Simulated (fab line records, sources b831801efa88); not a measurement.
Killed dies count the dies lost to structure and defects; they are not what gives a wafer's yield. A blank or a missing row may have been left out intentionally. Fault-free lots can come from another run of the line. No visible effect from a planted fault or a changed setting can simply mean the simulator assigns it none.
Struck lot and sound lot, side by side | flow gf180mcu | 16 steps out of a route of 602
Sound: wafers L585.1, L585.2, L585.6. Struck: wafer L582.3 (left out: L582.2, L582.5 of the same lot, which were not struck); the cause appears at the end.
For every step that has rows: the tool of each side, followed by ch and its chambers, followed by its first start. Under that, the readings that differ: sound wafers | struck wafers | difference of the means | sigmas: that difference in standard deviations of wafers without a fault.
alike: same words and numbers on both sides, and readings whose means sit less than 2 such deviations apart. not compared: any withheld reading, any reading some wafer has no value for, any bound like >300 that may hide the same value, and any number with overlapping values for which the record gives no deviation.
The two part at a step that has a row with sigmas, a row that says differs or no value, or rows on one side only. Non-overlapping numbers with no deviation appear without sigmas and do not part them. Lack of a reading on every wafer of one side parts them only where that side has two or more wafers.

GF_MIM_STRIP_20: strips in O2/N2.
  sound on plasma asher-03 ch 0,1, day 31 23:38; struck on plasma asher-03 ch 1, day 31 07:08
  alike: drypump motor current A, heater power w, n2 flow sccm, oes product au, platen temp c, strip time to endpoint s
  not compared: rf hours counter h
then, 9 steps without rows for these wafers: GF_MIM_STRIP_21 (strips in post etch residue remover, time 1200 s); GF_MIM_CLEAN_22 (cleans in DIW); GF_M5_DEHYDRATE_00 (time 60 s); GF_M5_HMDS_01 (prime time 60 s); GF_M5_COAT_02 (resist thk 1000 nm); GF_M5_SOFTBAKE_03 (time 60 s); GF_M5_EXPOSE_04 (exposes mask Metal5, target cd 280 nm); GF_M5_PEB_05 (peb time 90 s); GF_M5_DEVELOP_06 (develop time 60 s).
GF_M5_CD_MEAS_07: target cd 280 nm.
  sound on cd sem-01 at day 32 15:38; struck on cd sem-01 at day 32 00:42
  alike: cd nm
GF_M5_OVL_MEAS_08:
  sound on overlay-01 at day 32 15:45; struck on overlay-01 at day 32 00:48
  alike: M5_OVL
GF_M5_ETCH_09: etches Si3N4 in CF4/O2, target depth 52 nm, time 11.6 s.
  sound on rie diel-02 ch 0,2,3, day 32 15:47; struck on rie diel-04 ch 0, day 32 00:50
  reading                             | sound             | struck | difference | sigmas
  oes product au (a.u.)               | 0.986 0.996 0.989 | 1.191  | +0.201     | +25
  throttle valve pct (%)              | 5.978 5.968 5.961 | 6.034  | +0.065     | +7
  model.etch.depth nm (nm)            | 51.29 52.12 51.04 | 68.22  | +16.74     |
  model.KrF_of_M5_COAT_02.thk nm (nm) | 955.1 949.6 952.5 | 940.8  | -11.6      |
  alike: drypump motor current A
  not compared: rf hours counter h
GF_M5_METAL_ETCH_10: etches the open film in Cl2/BCl3, stops on SiO2, target depth 750.8 nm, time 125.1 s.
  sound on rie metal-04 ch 0,1, day 32 15:49; struck on rie metal-01 ch 1, day 32 00:52
  reading                             | sound             | struck | difference | sigmas
  model.KrF_of_M5_COAT_02.thk nm (nm) | 647.3 653.7 655.8 | 635.7  | -16.6      |
  alike: drypump motor current A, mfc cl2 sccm, oes product au, throttle valve pct
  not compared: rf hours counter h
GF_M5_STRIP_11: strips in O2/N2.
  sound on plasma asher-02 ch 0,1, day 32 15:56; struck on plasma asher-02 ch 0, day 32 00:59
  reading                      | sound                | struck | difference | sigmas
  platen temp c (C)            | 249.51 249.87 249.82 | 250.11 | +0.38      | +2
  strip time to endpoint s (s) | 7.02 7.10 7.08       | 6.93   | -0.14      | -2
  alike: drypump motor current A, heater power w, n2 flow sccm, oes product au
  not compared: rf hours counter h
-- the record jumps here: 2 days lie between the struck wafers' starts before and after (it left off in module M5 and takes up again in module PASSIVATION, whose first step shown is number 602 of the route) --
GF_PASSIVATION_PROBE_99:
  rows exist in the record for the struck wafers here (prober-02, day 34 08:28), but not for the sound ones

## WHERE THEY PART
Last at GF_PASSIVATION_PROBE_99 as far as this record goes, first at GF_M5_ETCH_09.

WHY: what had been put in by the simulator
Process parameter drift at GF_M5_ETCH_09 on rie diel-04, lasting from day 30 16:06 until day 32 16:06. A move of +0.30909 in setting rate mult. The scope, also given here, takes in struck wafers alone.
